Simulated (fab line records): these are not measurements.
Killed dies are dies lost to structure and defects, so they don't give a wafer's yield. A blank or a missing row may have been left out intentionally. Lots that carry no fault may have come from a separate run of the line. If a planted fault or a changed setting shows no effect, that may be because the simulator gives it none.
Chamber matching	flow sky130	SKY_VIA4_CMP_02 on cmp-02: 4 sister chambers
The step polishes SiO2. 8 wafers are shown with their chamber, then 9 later ones without.

WAFERS PAIRED WITH THEIR CHAMBERS
wafer	chamber	motorCurrentA (A)
L508.2	2	11.4
L508.6	0	12.5
L512.1	3	13.9
L512.2	0	12.4
L512.4	1	11.0
L513.2	2	11.3
L513.3	1	11.0
L513.6	3	13.6

WAFERS WITHOUT THEIR CHAMBER
wafer	motorCurrentA (A)
L515.1	13.7
L515.4	11.3
L515.5	10.9
L520.2	10.8
L520.4	13.1
L520.6	13.0
L521.1	12.5
L521.3	11.7
L521.5	10.9

WHICH CHAMBER EACH ONE RAN IN
wafer	from the rows above	in truth
L515.1	3	3
L515.4	2	2
L515.5	1	1
L520.2	1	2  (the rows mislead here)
L520.4	can't be placed: 0 or 3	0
L520.6	can't be placed: 0 or 3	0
L521.1	0	0
L521.3	2	2
L521.5	1	1
6 of 9 placed correctly. Unplaceable from these rows: 2, with the true chamber sitting among the candidates in 2. Number placed wrongly: 1.
How it was worked out, from the rows above alone: a wafer's distance from a chamber is the root of the sum, over the readings, of the square of ((its reading less the chamber's mean) divided by the reading's scatter). The wafer belongs to the nearest chamber; if the next one is less than 2 further off, it can't be placed. Each chamber's mean is taken over the wafers shown for it. The scatter is the square root of a quotient: the sum, over the shown wafers, of each reading's squared deviation from its chamber's mean, divided by wafers minus chambers.
